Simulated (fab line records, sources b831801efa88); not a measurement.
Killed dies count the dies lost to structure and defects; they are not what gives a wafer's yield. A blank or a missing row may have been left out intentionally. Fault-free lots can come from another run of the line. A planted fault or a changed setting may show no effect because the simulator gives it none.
fab line records ; flow sky130
record: lots: 12; wafers: 36; last_day: 50
route steps=708 shown FIELD_ISO@16 DNWELL@44 VT_ADJUST_NCORE@126 SONOS_ONO@182 PAD_OPEN@708
lots with no fault: from the same line, run without faults
start_h: the number of hours between the record's first day and the start of the first shown wafer of the lot ; wait_h: hours since the lot's step before ; " the same as in the row above ; L1.1+2: a row that stands for several wafers ; - value missing, or start not given ; * or withheld: withheld ; < > ~ a bound
route shown NAME@n: names a module that has steps shown in the file, with the first one's number in the route ; usual: the fault-free wafers' mean and standard deviation ; same: alike in all rows ; chamber/n: place in a boat ; sites: per-site readings ; _std_site: standard deviation across them ; _edge_site: mean of outer sites minus mean of inner sites ; radius_mm: how far each site lies from the wafer's centre ; mask NAME#n: copy n ; behind: the tool/chamber that last shaped the wafer ; hold: why the lot was held/for how many hours/how that ended ; device: which transistor (n, p or np) failed to switch ; end of line: the route-end tests of the same wafers ; a step with no rows: only its recipe ; killed: at the first sort, the dies lost to defects and structure; wafer yield is something else ; map: a wafer's dies, x killed, . not, _ none there
set.NAME: the setting that was run; set.NAME@STEP: the one run at that earlier step ; model.NAME: the simulator's own value behind a step, which no gauge read
steps of the route over a sample of lots; a table a step, a row a wafer
services: from which hour (start_h, from the record's first day; less than 0 if before it) a tool's chamber was out of use, for how many hours, and why
== steps ==
step: SKY_FIELD_ISO_ETCH_15
recipe: chemistry: CHF3/O2; target_depth_nm: 180; stop_on: Si; source_w: 600; bias_w: 200; pressure_mtorr: 40; chf3_flow_sccm: 50; O2_flow_sccm: 5; time_s: 72
usual: O2_flow_sccm: 4.999/0.016; bias_w: 200.0/0.62; drypump_motor_current_A: 5.6/0.43; oes_product_au: 0.946/0.0084; run_length_s: 100.4/0.42; throttle_valve_pct: 8.844/0.0097
lot.wafer;tool;chamber;start_h;wait_h;O2_flow_sccm;bias_w;drypump_motor_current_A;oes_product_au;rf_hours_counter_h;run_length_s;throttle_valve_pct
L857.1;rie_diel-03;0;30.71;0.0;5.024;200.0;5.2;0.943;4;100.8;8.844
L857.5;rie_diel-03;2;30.71;0.0;5.012;200.4;5.1;0.937;-;100.7;8.866
L857.6;rie_diel-03;3;30.71;0.0;5.017;200.8;5.3;0.951;-;100.5;8.847
L859.3;rie_diel-02;2;38.30;0.0;4.988;199.1;5.9;0.944;4;100.1;8.842
L859.4;rie_diel-02;1;38.30;0.0;4.999;199.3;5.9;0.965;141;100.3;8.846
L859.5;rie_diel-02;1;38.30;0.0;5.007;199.4;6.0;0.938;-;100.2;8.853
L860.1;rie_diel-02;1;44.31;0.0;5.008;200.0;6.0;0.948;141;100.4;8.846
L860.2;rie_diel-02;0;44.31;0.0;4.997;200.8;5.9;0.946;4;100.1;8.850
L860.5;rie_diel-02;2;44.31;0.0;4.978;199.9;5.9;0.953;-;100.0;8.863
L861.1;rie_diel-03;3;50.41;0.0;4.986;199.6;5.2;0.945;5;100.1;8.853
L861.3;rie_diel-03;1;50.41;0.0;5.009;199.7;5.3;0.927;78;99.9;8.849
L861.4;rie_diel-03;0;50.41;0.0;5.008;199.6;5.2;0.937;4;101.5;8.852
L863.2;rie_diel-03;3;60.80;0.0;4.995;199.0;5.3;0.952;5;100.2;8.840
L863.3;rie_diel-03;2;60.80;0.0;4.978;200.0;5.2;0.956;58;100.6;8.869
L863.5;rie_diel-03;0;60.80;0.0;5.009;199.0;5.2;0.956;-;101.1;8.853
L864.1;rie_diel-03;3;66.00;0.0;5.006;199.5;5.3;0.940;5;100.3;8.836
L864.4;rie_diel-03;0;66.00;0.0;5.014;200.1;5.2;0.938;5;101.5;8.832
L864.6;rie_diel-03;0;66.00;0.0;4.985;199.8;5.2;0.948;-;101.3;8.848
L867.2;rie_diel-03;1;81.76;0.0;4.995;200.3;5.3;0.961;79;100.4;8.854
L867.3;rie_diel-03;2;81.76;0.0;5.024;200.3;5.1;0.945;59;100.6;8.836
L867.5;rie_diel-03;2;81.76;0.0;5.022;200.6;5.1;0.939;-;100.1;8.848
L868.2;rie_diel-02;3;86.20;0.0;5.017;199.8;5.1;0.952;6;100.4;8.848
L868.3;rie_diel-02;0;86.20;0.0;4.988;200.9;5.9;0.951;5;100.5;8.851
L868.5;rie_diel-02;0;86.20;0.0;4.984;200.2;6.0;0.946;-;100.3;8.856
L874.2;rie_diel-03;2;117.87;0.0;5.009;199.9;5.1;0.951;60;100.5;8.850
L874.3;rie_diel-03;0;117.87;0.0;5.006;199.6;5.2;0.958;6;101.5;8.850
L874.4;rie_diel-03;1;117.87;0.0;4.999;199.8;5.4;0.947;80;99.8;8.829
L878.1;rie_diel-02;0;142.86;0.0;5.005;199.9;5.9;0.915;6;104.6;8.835
L878.4;rie_diel-02;3;142.86;0.0;5.002;200.0;5.1;0.915;7;104.6;8.846
L878.5;rie_diel-02;2;142.86;0.0;4.962;200.0;5.9;0.916;-;104.6;8.841
L879.2;rie_diel-01;1;143.55;0.0;5.022;200.8;6.4;0.934;3;100.8;8.837
L879.4;rie_diel-01;0;143.55;0.0;4.996;201.3;5.9;0.932;29;100.4;8.843
L879.5;rie_diel-01;1;143.55;0.0;5.003;201.3;6.4;0.935;-;100.9;8.841
L880.3;rie_diel-02;3;155.00;0.0;4.984;199.7;5.1;0.908;7;104.8;8.832
L880.5;rie_diel-02;3;155.00;0.0;5.004;199.2;5.1;0.901;-;104.7;8.831
L880.6;rie_diel-02;2;155.00;0.0;5.016;201.2;5.9;0.907;-;104.7;8.819
step: SKY_FIELD_ISO_STRIP_16
recipe: chemistry: O2/N2; power_w: 1400; pressure_mtorr: 1500; platen_temp_c: withheld; o2_flow_sccm: 3000; n2_flow_sccm: 300; overash_fraction: 0.5
usual: drypump_motor_current_A: 5.56/0.18; oes_product_au: 0.377/0.0049; strip_time_to_endpoint_s: 3.53/0.042
lot.wafer;tool;chamber;start_h;wait_h;drypump_motor_current_A;oes_product_au;rf_hours_counter_h;strip_time_to_endpoint_s
L857.1;plasma_asher-04;0;30.77;0.0;5.70;0.381;33;3.51
L857.5;plasma_asher-04;1;30.77;0.0;5.39;0.372;-;3.55
L857.6;plasma_asher-04;0;30.77;0.0;5.69;0.377;-;3.60
L859.3;plasma_asher-03;0;38.39;0.1;5.45;0.377;-;3.58
L859.4;plasma_asher-03;1;38.39;0.1;5.95;0.376;-;3.54
L859.5;plasma_asher-03;1;38.39;0.1;5.96;0.378;-;3.50
L860.1;plasma_asher-02;1;44.37;0.0;5.55;0.370;36;3.48
L860.2;plasma_asher-02;0;44.37;0.0;5.47;0.380;36;3.53
L860.5;plasma_asher-02;0;44.37;0.0;5.46;0.380;-;3.51
L861.1;plasma_asher-04;1;50.47;0.0;5.42;0.385;35;3.57
L861.3;plasma_asher-04;1;50.47;0.0;5.40;0.376;-;3.55
L861.4;plasma_asher-04;0;50.47;0.0;5.71;0.376;-;3.50
L863.2;plasma_asher-04;1;60.85;0.0;5.42;0.378;36;3.62
L863.3;plasma_asher-04;1;60.85;0.0;5.39;0.373;-;3.58
L863.5;plasma_asher-04;1;60.85;0.0;5.40;0.383;-;3.56
L864.1;plasma_asher-04;1;66.05;0.0;5.40;0.383;37;3.58
L864.4;plasma_asher-04;0;66.05;0.0;5.70;0.369;-;3.51
L864.6;plasma_asher-04;0;66.05;0.0;5.70;0.375;-;3.51
L867.2;plasma_asher-02;1;81.82;0.0;5.51;0.378;40;3.54
L867.3;plasma_asher-02;0;81.82;0.0;5.42;0.379;-;3.55
L867.5;plasma_asher-02;0;81.82;0.0;5.45;0.371;-;3.53
L868.2;plasma_asher-02;0;86.25;0.0;5.48;0.375;41;3.54
L868.3;plasma_asher-02;1;86.25;0.0;5.54;0.384;-;3.59
L868.5;plasma_asher-02;1;86.25;0.0;5.54;0.379;-;3.54
L874.2;plasma_asher-03;1;117.97;0.1;5.94;0.375;33;3.52
L874.3;plasma_asher-03;1;117.97;0.1;5.95;0.383;-;3.50
L874.4;plasma_asher-03;0;117.97;0.1;5.42;0.384;-;3.55
L878.1;plasma_asher-04;0;142.92;0.0;5.72;0.370;45;3.46
L878.4;plasma_asher-04;0;142.92;0.0;5.70;0.370;-;3.43
L878.5;plasma_asher-04;0;142.92;0.0;5.69;0.371;-;3.38
L879.2;plasma_asher-03;0;143.60;0.0;5.43;0.372;36;3.58
L879.4;plasma_asher-03;1;143.60;0.0;5.96;0.384;-;3.51
L879.5;plasma_asher-03;1;143.60;0.0;5.95;0.381;-;3.59
L880.3;plasma_asher-02;1;155.09;0.1;5.51;0.374;-;3.39
L880.5;plasma_asher-02;1;155.09;0.1;5.50;0.378;-;3.41
L880.6;plasma_asher-02;0;155.09;0.1;5.50;0.373;-;3.41
step: SKY_DNWELL_TW_MEAS_09
usual: DNWELL_TW: 1117/7.8
lot.wafer;tool;chamber;start_h;wait_h;DNWELL_TW
L857.1;film_metro-01;-;54.86;0.1;1120
L857.5;film_metro-01;-;54.86;0.1;1109
L857.6;film_metro-01;-;54.86;0.1;1111
L859.3;film_metro-02;-;62.98;0.1;1117
L859.4;film_metro-02;-;62.98;0.1;1116
L859.5;film_metro-02;-;62.98;0.1;1116
L860.1;film_metro-04;-;68.60;0.1;1113
L860.2;film_metro-04;-;68.60;0.1;1112
L860.5;film_metro-04;-;68.60;0.1;1111
L861.1;film_metro-02;-;75.45;0.1;1116
L861.3;film_metro-02;-;75.45;0.1;1108
L861.4;film_metro-02;-;75.45;0.1;1119
L863.2;film_metro-01;-;85.62;0.1;1111
L863.3;film_metro-01;-;85.62;0.1;1113
L863.5;film_metro-01;-;85.62;0.1;1113
L864.1;film_metro-02;-;92.05;0.1;1115
L864.4;film_metro-02;-;92.05;0.1;1123
L864.6;film_metro-02;-;92.05;0.1;1117
L867.2;film_metro-04;-;107.47;0.1;1118
L867.3;film_metro-04;-;107.47;0.1;1130
L867.5;film_metro-04;-;107.47;0.1;1129
L868.2;film_metro-04;-;112.37;0.1;1139
L868.3;film_metro-04;-;112.37;0.1;1136
L868.5;film_metro-04;-;112.37;0.1;1125
L874.2;film_metro-02;-;155.81;0.1;1106
L874.3;film_metro-02;-;155.81;0.1;1109
L874.4;film_metro-02;-;155.81;0.1;1109
L878.1;film_metro-01;-;169.10;0.1;1117
L878.4;film_metro-01;-;169.10;0.1;1118
L878.5;film_metro-01;-;169.10;0.1;1119
L879.2;film_metro-02;-;171.51;0.1;1095
L879.4;film_metro-02;-;171.51;0.1;1096
L879.5;film_metro-02;-;171.51;0.1;1102
L880.3;film_metro-01;-;183.62;0.1;1112
L880.5;film_metro-01;-;183.62;0.1;1116
L880.6;film_metro-01;-;183.62;0.1;1113
step: SKY_VT_ADJUST_NCORE_CD_MEAS_07
recipe: target_cd_nm: 380
usual: cd_nm: 380/3
lot.wafer;tool;chamber;start_h;wait_h;cd_nm
L857.1;cd_sem-01;-;183.20;0.1;385
L857.5;cd_sem-01;-;183.20;0.1;388
L857.6;cd_sem-01;-;183.20;0.1;383
L859.3;cd_sem-01;-;193.75;0.1;378
L859.4;cd_sem-01;-;193.75;0.1;376
L859.5;cd_sem-01;-;193.75;0.1;376
L860.1;cd_sem-01;-;199.85;0.1;378
L860.2;cd_sem-01;-;199.85;0.1;378
L860.5;cd_sem-01;-;199.85;0.1;380
L861.1;cd_sem-01;-;209.56;0.1;377
L861.3;cd_sem-01;-;209.56;0.1;379
L861.4;cd_sem-01;-;209.56;0.1;376
L863.2;cd_sem-01;-;223.62;0.1;381
L863.3;cd_sem-01;-;223.62;0.1;381
L863.5;cd_sem-01;-;223.62;0.1;379
L864.1;cd_sem-02;-;233.63;0.1;379
L864.4;cd_sem-02;-;233.63;0.1;380
L864.6;cd_sem-02;-;233.63;0.1;380
L867.2;cd_sem-02;-;252.62;0.1;381
L867.3;cd_sem-02;-;252.62;0.1;381
L867.5;cd_sem-02;-;252.62;0.1;382
L868.2;cd_sem-02;-;259.78;0.1;381
L868.3;cd_sem-02;-;259.78;0.1;385
L868.5;cd_sem-02;-;259.78;0.1;382
L874.2;cd_sem-01;-;314.63;0.1;381
L874.3;cd_sem-01;-;314.63;0.1;380
L874.4;cd_sem-01;-;314.63;0.1;383
L878.1;cd_sem-02;-;335.63;0.1;381
L878.4;cd_sem-02;-;335.63;0.1;383
L878.5;cd_sem-02;-;335.63;0.1;379
L879.2;cd_sem-01;-;337.53;0.1;384
L879.4;cd_sem-01;-;337.53;0.1;385
L879.5;cd_sem-01;-;337.53;0.1;382
L880.3;cd_sem-01;-;353.98;0.1;379
L880.5;cd_sem-01;-;353.98;0.1;378
L880.6;cd_sem-01;-;353.98;0.1;380
step: SKY_SONOS_ONO_OVL_MEAS_14
usual: SONOS_ONO_OVL: -0.6/1.4
lot.wafer;tool;chamber;start_h;wait_h;SONOS_ONO_OVL[nm]
L857.1;overlay-01;-;283.90;0.1;-1.0
L857.5;overlay-01;-;283.90;0.1;-0.9
L857.6;overlay-01;-;283.90;0.1;-0.8
L859.3;overlay-01;-;294.36;0.1;-2.3
L859.4;overlay-01;-;294.36;0.1;-1.1
L859.5;overlay-01;-;294.36;0.1;-3.2
L860.1;overlay-02;-;299.22;0.1;2.4
L860.2;overlay-02;-;299.22;0.1;-2.0
L860.5;overlay-02;-;299.22;0.1;-1.6
L861.1;overlay-02;-;312.73;0.1;0.5
L861.3;overlay-02;-;312.73;0.1;0.0
L861.4;overlay-02;-;312.73;0.1;1.0
L863.2;overlay-01;-;328.71;0.1;-0.3
L863.3;overlay-01;-;328.71;0.1;0.1
L863.5;overlay-01;-;328.71;0.1;1.0
L864.1;overlay-02;-;339.73;0.1;-0.6
L864.4;overlay-02;-;339.73;0.1;-0.7
L864.6;overlay-02;-;339.73;0.1;-1.0
L867.2;overlay-01;-;359.88;0.1;-4.6
L867.3;overlay-01;-;359.88;0.1;-3.5
L867.5;overlay-01;-;359.88;0.1;-3.8
L868.2;overlay-02;-;368.22;0.1;0.7
L868.3;overlay-02;-;368.22;0.1;0.8
L868.5;overlay-02;-;368.22;0.1;0.5
L874.2;overlay-01;-;434.53;0.1;1.1
L874.3;overlay-01;-;434.53;0.1;-0.6
L874.4;overlay-01;-;434.53;0.1;-1.7
L878.1;overlay-02;-;458.59;0.1;0.4
L878.4;overlay-02;-;458.59;0.1;0.0
L878.5;overlay-02;-;458.59;0.1;-1.3
L879.2;overlay-01;-;463.26;0.1;-2.5
L879.4;overlay-01;-;463.26;0.1;-1.3
L879.5;overlay-01;-;463.26;0.1;-1.4
L880.3;overlay-01;-;479.01;0.1;0.0
L880.5;overlay-01;-;479.01;0.1;-0.4
L880.6;overlay-01;-;479.01;0.1;-0.7
step: SKY_PAD_OPEN_PROBE_99
usual: killed_at_M0_to_M3: 44/6.9; killed_at_M4_up: 3.2/1.8; killed_at_contacts: 23/5.2; killed_at_front_end: 15/4.5; killed_at_other: 0.3/0.56; killed_dies: 85/8.8; killed_open: 47/6.7; killed_short: 39/6.4
same: gross_dies: 492; killed_at_back_side: 0
lot.wafer;tool;chamber;start_h;wait_h;killed_at_M0_to_M3;killed_at_M4_up;killed_at_contacts;killed_at_front_end;killed_at_other;killed_dies;killed_open;killed_short
L867.2;prober-02;-;1133.80;0.1;38;2;20;20;0;80;44;36
killed by level:class
L867.2 CONTACT:geometric_particle:open=8 VIA3:geometric_particle:open=8 FIELD_ISO:geometric_particle:short=7 VIA1:geometric_particle:open=6 FIELD_ISO:geometric_particle:open=5 POLY_GATE:geometric_particle:open=5 CONTACT:geometric_particle:short=4 METAL1:geometric_particle:short=4
== services ==
tool;chamber;start_h;hours;kind
plasma_asher-02;-;33.27;0.7;repair
rie_diel-03;-;50.73;0.5;repair
rie_diel-01;1;59.11;6.9;repair
rie_diel-01;-;60.51;14.6;pm
rie_diel-01;0;75.85;10.7;repair
rie_diel-01;1;84.52;8.1;repair
plasma_asher-02;-;102.76;13.6;repair
plasma_asher-02;-;116.40;9.0;pm
plasma_asher-02;0;116.40;9.0;vent_cycle
plasma_asher-02;1;116.40;9.0;vent_cycle
plasma_asher-02;0;125.40;-;clean
plasma_asher-02;1;125.40;-;clean
rie_diel-02;0;144.17;21.7;repair
== key ==
first_sign: step: SKY_FIELD_ISO_ETCH_15; reading: run_length_s; direction: up; sigmas: 10; usual: *; struck: *
effect: step: SKY_FIELD_ISO_ETCH_15; reading: oes_product_au; direction: down; sigmas: 4.3; usual: 0.946; struck: 0.911
effect: step: SKY_FIELD_ISO_STRIP_16; reading: strip_time_to_endpoint_s; direction: down; sigmas: 2.8; usual: *; struck: *
met_at SKY_FIELD_ISO_ETCH_15
struck_lots L878,L880
tester_left_out L878,L880
not_acting_at SKY_DNWELL_TW_MEAS_09,SKY_VT_ADJUST_NCORE_CD_MEAS_07,SKY_SONOS_ONO_OVL_MEAS_14
onset_between 86.20 142.86
fault: kind: process_parameter_drift; tool: rie_diel-02; chamber: -; onset_h: 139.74; steps: SKY_FIELD_ISO_ETCH_15; channel: time_s; offset: *; shape: step; end_h: 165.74; acts_in: *; stated: *
tester_left_out: of these lots the tester's yield and bins aren't shown, on N5 and GAA mostly nor the transistor test; their killed dies are dies lost to structure and defects alone, not to doping, threshold or leakage, so they don't give the yield
